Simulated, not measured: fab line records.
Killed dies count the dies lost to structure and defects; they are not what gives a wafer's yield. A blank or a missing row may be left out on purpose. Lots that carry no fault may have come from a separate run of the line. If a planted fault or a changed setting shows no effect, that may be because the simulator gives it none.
Chamber matching | flow sky130 | cmp-02 running SKY_VIA3_CMP_02: 4 sister chambers
The step polishes SiO2. 30 wafers are shown with their chamber, then 12 later ones without.

== WAFERS PAIRED WITH THEIR CHAMBERS ==
wafer  | chamber | motor_current_A (A) | slurry_flow_ml_min
L075.2 | 2       | 12.1                | 150.0
L075.3 | 0       | 11.8                | 150.7
L075.6 | 2       | 11.8                | 150.6
L074.1 | 1       | 13.6                | 148.9
L074.3 | 2       | 11.7                | 150.3
L074.6 | 2       | 11.5                | 150.1
L076.1 | 3       | 12.2                | 150.3
L076.3 | 1       | 12.8                | 150.1
L076.4 | 0       | 10.7                | 149.8
L081.3 | 1       | 13.4                | 149.3
L081.4 | 0       | 12.0                | 150.9
L081.6 | 1       | 13.8                | 150.1
L080.1 | 1       | 13.4                | 149.6
L080.4 | 0       | 11.2                | 149.4
L080.5 | 1       | 13.8                | 150.1
L082.2 | 0       | 11.7                | 149.9
L082.3 | 1       | 13.0                | 149.9
L082.5 | 2       | 12.2                | 149.2
L083.2 | 2       | 11.7                | 149.8
L083.5 | 2       | 12.1                | 149.5
L083.6 | 3       | 12.2                | 150.2
L084.1 | 1       | 13.0                | 149.7
L084.2 | 0       | 11.5                | 150.1
L084.5 | 0       | 11.9                | 150.5
L086.1 | 1       | 13.6                | 149.9
L086.2 | 2       | 12.2                | 149.9
L086.6 | 2       | 11.7                | 150.5
L087.1 | 3       | 12.1                | 150.1
L087.5 | 1       | 13.9                | 149.6
L087.6 | 0       | 11.3                | 149.9

SIGNATURES, as means of the wafers listed above
reading            | chamber 0 | chamber 1 | chamber 2 | chamber 3 | scatter within a chamber
motor_current_A    | 11.512    | 13.430    | 11.889    | 12.167    | 0.35
slurry_flow_ml_min | 150.150   | 149.720   | 149.989   | 150.200   | 0.432
Rule: a wafer lies at a distance from a chamber equal to the root of the sum of squares, over the readings, of (its reading less the chamber's mean, divided by the reading's scatter). If the next closest chamber is less than 2 further off than the closest, the wafer can't be placed; otherwise it belongs to the closest. The scatter: the root of (the sum of the squares of (reading less its chamber's mean) over the shown wafers, divided by (wafers less chambers)).

== WAFERS WHOSE CHAMBER IS MISSING ==
wafer  | motor_current_A (A) | slurry_flow_ml_min
L088.2 | 11.9                | 149.8
L088.3 | 13.8                | 150.7
L088.5 | 11.7                | 149.7
L089.1 | 13.1                | 149.9
L089.4 | 11.8                | 149.7
L089.5 | 12.7                | 149.5
L094.1 | 11.9                | 149.8
L094.5 | 13.7                | 150.3
L094.6 | 11.2                | 149.7
L095.3 | 13.2                | 150.4
L095.5 | 11.5                | 150.0
L095.6 | 13.7                | 150.1

== EACH ONE'S CHAMBER ==
wafer  | from the rows above               | in truth
L088.2 | can't be placed: 2 or 3 or 0      | 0
L088.3 | 1                                 | 1
L088.5 | can't be placed: 2 or 0 or 3      | 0
L089.1 | can't be placed: 1 or 3           | 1
L089.4 | can't be placed: 2 or 0 or 3      | 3
L089.5 | can't be placed: 1 or 3 or 2 or 0 | 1
L094.1 | can't be placed: 2 or 3 or 0      | 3
L094.5 | 1                                 | 1
L094.6 | can't be placed: 0 or 2 or 3      | 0
L095.3 | can't be placed: 1 or 3           | 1
L095.5 | can't be placed: 0 or 2 or 3      | 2
L095.6 | 1                                 | 1
Correctly placed: 3 of 12. Unplaceable from these rows: 9, with the true chamber sitting among the candidates in 9. 0 placed wrongly.
